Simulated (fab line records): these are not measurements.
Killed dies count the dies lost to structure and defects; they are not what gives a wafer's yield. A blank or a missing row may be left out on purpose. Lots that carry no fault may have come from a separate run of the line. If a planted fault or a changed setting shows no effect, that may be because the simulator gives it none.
Chamber matching -- flow gf180mcu -- GF_V5_CVD_02 on pecvd-01: 3 sister chambers
The step deposits SiO2 from TEOS, target thk 1450 nm, time 163.28 s. 3 wafers are shown with their chamber, then 12 later ones without.

## WAFERS WITH THEIR CHAMBER
wafer,chamber,heater_power_w (W)
L091.1,1,546
L091.2,2,613
L091.3,0,658

## WAFERS WITHOUT THEIR CHAMBER
wafer,heater_power_w (W)
L091.4,636
L091.5,707
L091.6,660
L092.1,719
L092.2,681
L092.3,565
L094.2,695
L094.3,680
L094.5,750
L097.4,628
L097.5,610
L097.6,563

## WHICH CHAMBER EACH WENT THROUGH
wafer,from the rows above,in truth
L091.4,can't be placed: 0 or 2 or 1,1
L091.5,can't be placed: 0 or 2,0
L091.6,can't be placed: 0 or 2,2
L092.1,can't be placed: 0 or 2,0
L092.2,can't be placed: 0 or 2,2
L092.3,can't be placed: 1 or 2 or 0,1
L094.2,can't be placed: 0 or 2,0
L094.3,can't be placed: 0 or 2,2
L094.5,can't be placed: 0 or 2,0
L097.4,can't be placed: 2 or 0 or 1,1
L097.5,can't be placed: 2 or 0 or 1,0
L097.6,can't be placed: 1 or 2 or 0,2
0 of 12 placed correctly. Can't be placed from these rows: 12 (the true chamber is among the candidates in 12). Placed wrongly: 0.
How it was worked out, from the rows above alone: a wafer's distance from a chamber is the root of the sum, over the readings, of the square of ((its reading less the chamber's mean) divided by the reading's scatter). The wafer belongs to the nearest chamber; if the next one is less than 2 further off, it can't be placed. The mean given for a chamber averages the wafers shown for that chamber. The scatter: root of mean squared gap, hidden wafer to nearest shown wafer, with one shown wafer a chamber.
